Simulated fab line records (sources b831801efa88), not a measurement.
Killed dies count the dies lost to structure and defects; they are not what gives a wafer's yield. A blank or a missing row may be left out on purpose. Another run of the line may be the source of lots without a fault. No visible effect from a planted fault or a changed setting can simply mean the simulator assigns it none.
Matching of chambers	flow gf180mcu	3 sister chambers for GF_V2_CVD_02 on pecvd-01
The step deposits SiO2 from TEOS, target thk 850 nm, time 94.851 s. 14 wafers are shown with their chamber, then 7 later ones without.

== EACH WAFER AND ITS CHAMBER ==
wafer	chamber	heater power w (W)
L327.1	0	679
L327.3	1	582
L327.6	1	611
L326.1	2	749
L326.4	2	604
L326.6	0	647
L333.1	1	597
L333.5	2	750
L333.6	1	617
L335.1	1	612
L335.2	0	736
L335.4	1	486
L338.1	2	632
L338.2	1	558

SIGNATURES (averages over the wafers above)
reading	chamber 0	chamber 1	chamber 2	scatter within a chamber
heater power w	687.33	580.43	683.75	56.2
Rule: for each reading, subtract the chamber's mean from the wafer's reading, divide by that reading's scatter and square the result; add these up over the readings and take the root, which gives the wafer's distance from the chamber. The wafer belongs to the nearest chamber; if the next one is less than 2 further off, it can't be placed. How the scatter is found: for the shown wafers, subtract from each reading the mean of its chamber, square and add these, divide the total by (wafers less chambers), then take the root.

== WAFERS WITH NO CHAMBER GIVEN ==
wafer	heater power w (W)
L338.6	683
L342.3	672
L342.5	725
L342.6	615
L343.1	589
L343.2	657
L343.5	507

== WHICH CHAMBER EACH ONE RAN IN ==
wafer	from the rows above	in truth
L338.6	can't be placed: 2 or 0 or 1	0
L342.3	can't be placed: 2 or 0 or 1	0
L342.5	can't be placed: 0 or 2 or 1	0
L342.6	can't be placed: 1 or 2 or 0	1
L343.1	can't be placed: 1 or 2 or 0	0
L343.2	can't be placed: 2 or 0 or 1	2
L343.5	can't be placed: 1 or 2 or 0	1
Correct placement for 0 of the 7. Not placeable from these rows: 7 (in 7, the candidates include the true chamber). Placed wrongly: 0.
